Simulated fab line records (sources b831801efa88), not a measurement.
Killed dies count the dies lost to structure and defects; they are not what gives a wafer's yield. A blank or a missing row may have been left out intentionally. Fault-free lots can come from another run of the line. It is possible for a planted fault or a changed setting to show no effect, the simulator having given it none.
What tool caused it? + flow gf180mcu + 7 lots, 21 wafers sampled, at 1 step of a route of 602

## WHAT EACH GAUGE READ, for each wafer
GF_M5_CD_MEAS_07: the cd target is 280 nm.
| lot  | measured     | on        | cd_nm (nm)        |
|------|--------------|-----------|-------------------|
| L346 | day 26 16:22 | cd_sem-02 | 280.8 279.6 280.2 |
| L350 | day 28 02:55 | cd_sem-01 | 281.1 282.0 281.8 |
| L352 | day 28 23:35 | cd_sem-01 | 277.3 277.8 278.1 |
| L358 | day 30 16:37 | cd_sem-01 | 280.9 279.5 280.4 |
| L362 | day 31 16:44 | cd_sem-01 | 279.7 278.9 278.1 |
| L365 | day 32 05:29 | cd_sem-01 | 279.1 278.5 278.7 |
| L367 | day 32 16:25 | cd_sem-02 | 281.1 281.5 282.0 |

## WHAT TOOL EACH LOT RAN ON (gives the tool, then ch and the chambers of the sampled wafers, and finally the start)
Before these readings, the record contains no process step.

## THE ANSWER, worked out from the rows above alone
Rule: what is usual is taken from the lots themselves. The widest of any qualifying gaps counts: lots, ordered by their means at a reading, are off when they make up no more than a third of the lots, leave a main group of 4 or more, and stand apart from it by 3 or more times the standard deviation of that group's means. A main group is skipped when, at the precision printed for the reading in the tables above, its means are all equal. Also off: a lot with no number at a reading for which 4 or more lots have one. All remaining lots with rows at the step are treated as sound.
Nothing can be told from this: no lot is off at any reading shown.

## WHAT THE SIMULATOR PUT IN
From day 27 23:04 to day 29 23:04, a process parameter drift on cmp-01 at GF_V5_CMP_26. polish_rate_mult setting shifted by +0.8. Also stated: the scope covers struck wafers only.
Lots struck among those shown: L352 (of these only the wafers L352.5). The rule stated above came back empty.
